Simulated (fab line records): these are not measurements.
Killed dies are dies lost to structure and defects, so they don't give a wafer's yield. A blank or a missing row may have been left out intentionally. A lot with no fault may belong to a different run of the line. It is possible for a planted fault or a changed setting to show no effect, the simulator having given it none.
What tool caused it? -- flow gf180mcu -- Sampling: 24 lots, 72 wafers, 6 of 602 route steps

== WHAT EACH GAUGE READ, for each wafer ==
GF_V4_THK_MEAS_03.
lot,measured,on,V4_CVD_02_THK (nm)
L074,day 23 14:39,film metro-03,843 843 857
L075,day 23 23:37,film metro-01,845 859 850
L076,day 24 06:05,film metro-03,837 850 842
L077,day 24 14:03,film metro-03,857 847 857
L078,day 25 02:51,film metro-03,831 856 848
L079,day 25 11:14,film metro-01,839 843 863
L080,day 25 15:47,film metro-04,845 868 859
L081,day 25 20:10,film metro-03,834 839 860
L082,day 26 07:01,film metro-03,844 835 854
L083,day 26 19:10,film metro-03,831 856 854
L084,day 27 00:08,film metro-04,846 872 869
L085,day 27 12:04,film metro-01,835 846 859
L086,day 27 14:19,film metro-01,846 862 856
L087,day 27 22:32,film metro-01,841 850 855
L088,day 28 10:20,film metro-04,849 861 844
L089,day 28 10:34,film metro-03,843 848 854
L090,day 28 21:10,film metro-01,834 836 855
L091,day 29 01:22,film metro-03,860 854 876
L092,day 29 13:39,film metro-03,850 850 847
L093,day 29 15:00,film metro-03,847 849 875
L094,day 29 21:11,film metro-04,841 849 857
L095,day 30 05:26,film metro-03,849 834 853
L096,day 30 07:08,film metro-04,853 833 849
L097,day 30 15:57,film metro-01,847 846 864

GF_V4_THK_MEAS_25: measures by xrf.
lot,measured,on,V4_W_THK (nm)
L074,day 24 14:26,film metro-01,347 346 351
L075,day 24 23:03,film metro-01,349 350 346
L076,day 25 05:08,film metro-04,354 354 352
L077,day 25 13:29,film metro-04,350 356 355
L078,day 26 01:05,film metro-04,347 343 347
L079,day 26 09:56,film metro-01,342 343 349
L080,day 26 14:28,film metro-04,351 353 355
L081,day 26 18:18,film metro-04,353 347 350
L082,day 27 05:01,film metro-03,347 352 355
L083,day 27 16:50,film metro-01,342 346 344
L084,day 27 21:59,film metro-04,356 357 353
L085,day 28 09:37,film metro-03,349 354 352
L086,day 28 11:25,film metro-01,347 348 348
L087,day 28 19:01,film metro-01,349 350 345
L088,day 29 08:07,film metro-01,349 349 351
L089,day 29 08:04,film metro-03,351 350 350
L090,day 29 17:17,film metro-04,355 354 356
L091,day 29 22:16,film metro-01,352 348 349
L092,day 30 09:26,film metro-03,353 347 352
L093,day 30 11:14,film metro-01,351 359 353
L094,day 30 17:04,film metro-04,358 353 359
L095,day 31 01:14,film metro-01,351 351 349
L096,day 31 02:59,film metro-04,353 349 349
L097,day 31 11:27,film metro-03,360 348 360

GF_V5_RS_MEAS_24: measures by four-point-probe.
lot,measured,on,V5_W_RS (ohm/sq)
L074,day 27 09:49,film metro-02,0.324 0.330 0.324
L075,day 27 18:55,film metro-02,0.332 0.333 0.333
L076,day 27 22:59,film metro-03,0.327 0.322 0.328
L077,day 28 07:23,film metro-01,0.327 0.325 0.332
L078,day 28 18:23,film metro-03,0.331 0.332 0.331
L079,day 29 02:42,film metro-02,0.329 0.330 0.327
L080,day 29 05:47,film metro-01,0.328 0.330 0.325
L081,day 29 09:41,film metro-03,0.324 0.328 0.338
L082,day 29 19:29,film metro-03,0.331 0.330 0.329
L083,day 30 06:35,film metro-02,0.331 0.329 0.325
L084,day 30 11:23,film metro-03,0.328 0.325 0.322
L085,day 30 22:11,film metro-03,0.322 0.325 0.326
L086,day 31 00:05,film metro-02,0.330 0.331 0.330
L087,day 31 06:03,film metro-03,0.332 0.330 0.324
L088,day 31 19:26,film metro-02,0.326 0.324 0.327
L089,day 31 17:59,film metro-01,0.328 0.322 0.331
L090,day 32 03:02,film metro-02,0.334 0.340 0.334
L091,day 32 07:11,film metro-03,0.323 0.331 0.327
L092,day 32 16:14,film metro-03,0.327 0.332 0.328
L093,day 32 20:56,film metro-03,0.330 0.327 0.320
L094,day 33 01:01,film metro-01,0.331 0.331 0.328
L095,day 33 05:11,film metro-02,0.328 0.331 0.328
L096,day 33 06:49,film metro-01,0.324 0.326 0.322
L097,day 33 16:17,film metro-03,0.329 0.327 0.329

== WHICH TOOL RAN EACH LOT (tool, then ch and the chambers of the sampled wafers, then the start) ==
lot,GF_M3_STRIP_17,GF_MIM_SPUTTER_09,GF_V5_STRIP_18
L074,"plasma asher-01 ch 0,1, day 21 11:55","pvd sputter-04, day 24 15:10","plasma asher-01 ch 0,1, day 27 09:02"
L075,"plasma asher-02 ch 0,1, day 21 21:13","pvd sputter-02, day 24 23:52","plasma asher-02 ch 0,1, day 27 17:46"
L076,"plasma asher-02 ch 0,1, day 22 04:59","pvd sputter-02, day 25 05:57","plasma asher-03 ch 0,1, day 27 21:47"
L077,"plasma asher-04 ch 0, day 22 12:23","pvd sputter-04, day 25 14:13","plasma asher-01 ch 0,1, day 28 06:35"
L078,"plasma asher-01 ch 0,1, day 23 01:16","pvd sputter-04, day 26 01:49","plasma asher-01 ch 0,1, day 28 17:37"
L079,"plasma asher-02 ch 0, day 23 10:47","pvd sputter-02, day 26 10:40","plasma asher-03 ch 0, day 29 01:35"
L080,"plasma asher-04 ch 0,1, day 23 16:35","pvd sputter-04, day 26 15:11","plasma asher-01 ch 0,1, day 29 04:41"
L081,"plasma asher-02 ch 0,1, day 23 20:08","pvd sputter-04, day 26 19:02","plasma asher-01 ch 0,1, day 29 08:53"
L082,"plasma asher-02 ch 0,1, day 24 09:21","pvd sputter-01, day 27 05:46","plasma asher-02 ch 0,1, day 29 18:44"
L083,"plasma asher-02 ch 0,1, day 24 19:26","pvd sputter-02, day 27 17:34","plasma asher-03 ch 0,1, day 30 05:50"
L084,"plasma asher-04 ch 0,1, day 25 02:21","pvd sputter-02, day 27 22:43","plasma asher-02 ch 0,1, day 30 10:35"
L085,"plasma asher-04 ch 0,1, day 25 14:41","pvd sputter-04, day 28 10:22","plasma asher-03 ch 0,1, day 30 21:26"
L086,"plasma asher-02 ch 0,1, day 25 16:25","pvd sputter-01, day 28 12:09","plasma asher-03 ch 0,1, day 30 23:20"
L087,"plasma asher-02 ch 0,1, day 26 02:00","pvd sputter-04, day 28 19:46","plasma asher-02 ch 1, day 31 05:17"
L088,"plasma asher-02 ch 0,1, day 26 13:56","pvd sputter-01, day 29 09:06","plasma asher-01 ch 0,1, day 31 18:20"
L089,"plasma asher-01 ch 0,1, day 26 14:34","pvd sputter-02, day 29 08:48","plasma asher-02 ch 0,1, day 31 17:14"
L090,"plasma asher-02 ch 0,1, day 27 01:50","pvd sputter-02, day 29 18:02","plasma asher-03 ch 0,1, day 32 02:17"
L091,"plasma asher-02 ch 0,1, day 27 05:38","pvd sputter-02, day 29 22:59","plasma asher-03 ch 0, day 32 06:23"
L092,"plasma asher-04 ch 0,1, day 27 17:59","pvd sputter-01, day 30 10:11","plasma asher-01 ch 0, day 32 15:29"
L093,"plasma asher-02 ch 0,1, day 27 19:14","pvd sputter-01, day 30 11:59","plasma asher-03 ch 0,1, day 32 20:11"
L094,"plasma asher-02 ch 0,1, day 28 02:08","pvd sputter-04, day 30 17:56","plasma asher-03 ch 0,1, day 33 00:11"
L095,"plasma asher-02 ch 0,1, day 28 11:14","pvd sputter-02, day 31 01:58","plasma asher-01 ch 0,1, day 33 04:14"
L096,"plasma asher-01 ch 0,1, day 28 12:18","pvd sputter-02, day 31 03:43","plasma asher-01 ch 0,1, day 33 05:44"
L097,"plasma asher-02 ch 0,1, day 28 23:17","pvd sputter-01, day 31 12:11","plasma asher-01 ch 0,1, day 33 15:11"
- GF_M3_STRIP_17: strips in O2/N2.
- GF_MIM_SPUTTER_09: material TiN, target thk 35 nm, time 29.2 s.
- GF_V5_STRIP_18: strips in O2/N2.

== AS READ BY THE TOOLS THEMSELVES (means over the sampled wafers that have a number; for cases with no such wafer, the mark the record gives instead) ==
GF_M3_STRIP_17.
lot,tool,drypump motor current A (A),heater power w (W),oes product au (a.u.),strip time to endpoint s (s)
L074,plasma asher-01,6.1,304,0.560,7.84
L075,plasma asher-02,5.2,292,0.553,7.83
L076,plasma asher-02,5.2,295,0.559,7.88
L077,plasma asher-04,5.8,358,0.550,7.85
L078,plasma asher-01,6.2,321,0.561,7.90
L079,plasma asher-02,5.1,289,0.556,7.85
L080,plasma asher-04,5.7,327,0.556,7.83
L081,plasma asher-02,5.2,288,0.556,7.90
L082,plasma asher-02,5.2,296,0.556,7.92
L083,plasma asher-02,5.2,298,0.557,7.92
L084,plasma asher-04,5.7,324,0.558,7.89
L085,plasma asher-04,5.7,325,0.555,7.91
L086,plasma asher-02,5.2,293,0.559,7.94
L087,plasma asher-02,5.2,295,0.561,7.94
L088,plasma asher-02,5.2,295,0.560,7.92
L089,plasma asher-01,6.1,310,0.551,7.84
L090,plasma asher-02,5.2,297,0.563,7.95
L091,plasma asher-02,5.2,290,0.558,7.91
L092,plasma asher-04,5.7,325,0.559,7.90
L093,plasma asher-02,5.1,294,0.559,7.88
L094,plasma asher-02,5.2,294,0.561,7.92
L095,plasma asher-02,5.2,290,0.562,7.91
L096,plasma asher-01,6.1,305,0.565,7.88
L097,plasma asher-02,5.2,288,0.551,7.81

GF_MIM_SPUTTER_09.
lot,tool,throttle valve pct (%)
L074,pvd sputter-04,31.1
L075,pvd sputter-02,30.0
L076,pvd sputter-02,30.4
L077,pvd sputter-04,30.9
L078,pvd sputter-04,31.7
L079,pvd sputter-02,31.0
L080,pvd sputter-04,30.6
L081,pvd sputter-04,31.2
L082,pvd sputter-01,30.6
L083,pvd sputter-02,31.1
L084,pvd sputter-02,31.6
L085,pvd sputter-04,30.9
L086,pvd sputter-01,30.8
L087,pvd sputter-04,30.5
L088,pvd sputter-01,29.9
L089,pvd sputter-02,30.6
L090,pvd sputter-02,30.8
L091,pvd sputter-02,30.6
L092,pvd sputter-01,29.8
L093,pvd sputter-01,30.4
L094,pvd sputter-04,31.1
L095,pvd sputter-02,30.3
L096,pvd sputter-02,30.5
L097,pvd sputter-01,30.2

GF_V5_STRIP_18.
lot,tool,drypump motor current A (A),heater power w (W),oes product au (a.u.)
L074,plasma asher-01,6.1,320,0.576
L075,plasma asher-02,5.2,293,0.573
L076,plasma asher-03,6.2,319,0.568
L077,plasma asher-01,6.2,315,0.566
L078,plasma asher-01,6.1,305,0.571
L079,plasma asher-03,6.8,332,0.574
L080,plasma asher-01,6.1,309,0.566
L081,plasma asher-01,6.1,319,0.565
L082,plasma asher-02,5.2,290,0.564
L083,plasma asher-03,5.6,318,0.567
L084,plasma asher-02,5.2,298,0.567
L085,plasma asher-03,6.2,326,0.574
L086,plasma asher-03,6.1,322,0.566
L087,plasma asher-02,5.3,296,0.567
L088,plasma asher-01,6.2,320,0.567
L089,plasma asher-02,5.2,297,0.574
L090,plasma asher-03,6.2,338,0.565
L091,plasma asher-03,6.8,349,0.567
L092,plasma asher-01,6.1,291,0.568
L093,plasma asher-03,6.2,340,0.566
L094,plasma asher-03,6.2,339,0.570
L095,plasma asher-01,6.1,304,0.572
L096,plasma asher-01,6.2,315,0.564
L097,plasma asher-01,6.1,315,0.564

== THE ANSWER, worked out from the rows above alone ==
Rule: what is usual is taken from the lots themselves. Put in order of their means at a reading, lots are off if they are a third of the lots or fewer, leave a main group of 4 or more, and stand apart from it by a gap of 3 or more times the standard deviation of the main group's means; of several such gaps the widest counts. Not used: any main group whose means are identical at the precision the tables above print for the reading. Also off: a lot with no number at a reading for which 4 or more lots have one. Where the step has rows for the other lots, those lots are counted as sound. After the gauges, taken in route order, come the tools' own readings; for these a lot's mean is taken, as printed above. The first step at which some lot is off is used, and at that step the reading that is off furthest; a lot without a number counts as furthest.
Nothing can be told from this: no lot is off at any reading shown.

== WHAT THE SIMULATOR HAD PUT IN ==
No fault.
